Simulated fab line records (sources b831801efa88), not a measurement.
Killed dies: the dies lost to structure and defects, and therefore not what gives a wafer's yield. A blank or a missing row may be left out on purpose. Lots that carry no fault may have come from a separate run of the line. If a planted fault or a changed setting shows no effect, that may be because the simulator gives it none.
8D (eight disciplines) problem report, filled in by code    flow gf180mcu    the parts of the form that need people (team, actions taken, sign-off) are left out

1. WHAT IS WRONG
Wafers free of any fault read 0.327 ohm/sq (standard deviation 0.0046) for V5_W_RS at GF_V5_RS_MEAS_24, against a mean of 0.288 ohm/sq on 4 wafers of 2 lots. Measured from the usual mean, that is -8.5 standard deviations.
The step: measures by four-point-probe.
The first sign was on wafer L269.2 at day 29 19:49, on film_metro-04. The record holds 18 wafers of 6 lots with a number at this step. Rule for "out", or "out of limits": more than 4 standard deviations from the usual mean. The other wafers with a number count as sound.

2. WHAT IT IS, WHAT IT ISN'T
question                     is                              is not
which readings at this step  V5_W_RS                         -
which lots                   L269, L272                      L261, L263, L279, L280
which wafers of those lots   L269.2, L269.6, L272.2, L272.6  L269.5, L272.1
read on which gauges         film_metro-02, film_metro-04    film_metro-01
when                         from day 29 19:49               up to then (7 sound wafers); but 7 sound wafers of L272, L279, L280 came after

3. THE SUSPECTS, EACH WITH WHAT RULES IT OUT
Counting: a tool at a process step up to the reading stays a suspect if it ran every lot that is out. Sound lots after the first of them don't rule it out here, since some wafers of a struck lot are sound.
- the gauge at GF_V5_RS_MEAS_24: ruled out. Those wafers that are out were read across 2 gauges (film_metro-02, film_metro-04).
- plasma_asher-04 at GF_V5_STRIP_18 (strips in O2/N2): kept. It ran every lot that is out, first L269 (day 29 18:38).
- cvd_w-01 at GF_V5_CVD_23 (deposits W, target thk 350 nm, time 104.9 s): kept. It ran every lot that is out, first L269 (day 29 19:40); its last sound lot up to then is L263 (day 28 02:10).
The count leaves cvd_w-01 at GF_V5_CVD_23 and plasma_asher-04 at GF_V5_STRIP_18.

4. THE CAUSE (what the simulator had put in)
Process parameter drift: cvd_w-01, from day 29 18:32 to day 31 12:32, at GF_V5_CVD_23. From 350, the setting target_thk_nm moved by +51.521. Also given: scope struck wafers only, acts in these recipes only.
Counting leaves 2 suspects; this tool is one of them.

5. THE CHAIN OF EFFECTS, in route order
One row per reading whose mean, taken over the struck wafers that have a number, lies over 3 standard deviations from the usual. Readings are gone through only where the record gives a usual standard deviation; hours: the median, over the lots, of the time from a lot's start at the first step in this table giving one to that lot's start at this step; sigmas: the change measured in usual standard deviations.
hours  step               reading             usual         on struck wafers  change  sigmas
0      GF_V5_RS_MEAS_24   V5_W_RS             0.327 ohm/sq  0.288             -0.039  -8.5
0      GF_V5_THK_MEAS_25  V5_W_THK            357 nm        403               +46     +7.1
0      GF_V5_CMP_26       time_to_endpoint_s  85 s          99                +14     +3.7
The process steps in it:
- GF_V5_CMP_26: polishes, stops on SiO2, t overpolish 15 s, target thk 0 nm.

6. WHAT WOULD HAVE CAUGHT IT SOONER
In this record the first reading out of limits at a measuring or inspecting step was taken at day 29 19:49, 1 hour after the fault began at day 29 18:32.
No tool reading at GF_V5_CVD_23 that has a usual standard deviation in the record was out on any struck wafer, so an alarm limit of 4 standard deviations on those readings would not have fired.
Among the 2 lots that are out, L272 began GF_V5_CVD_23 on cvd_w-01 after day 29 19:49. Had the tool been put on hold then, it would have been spared.
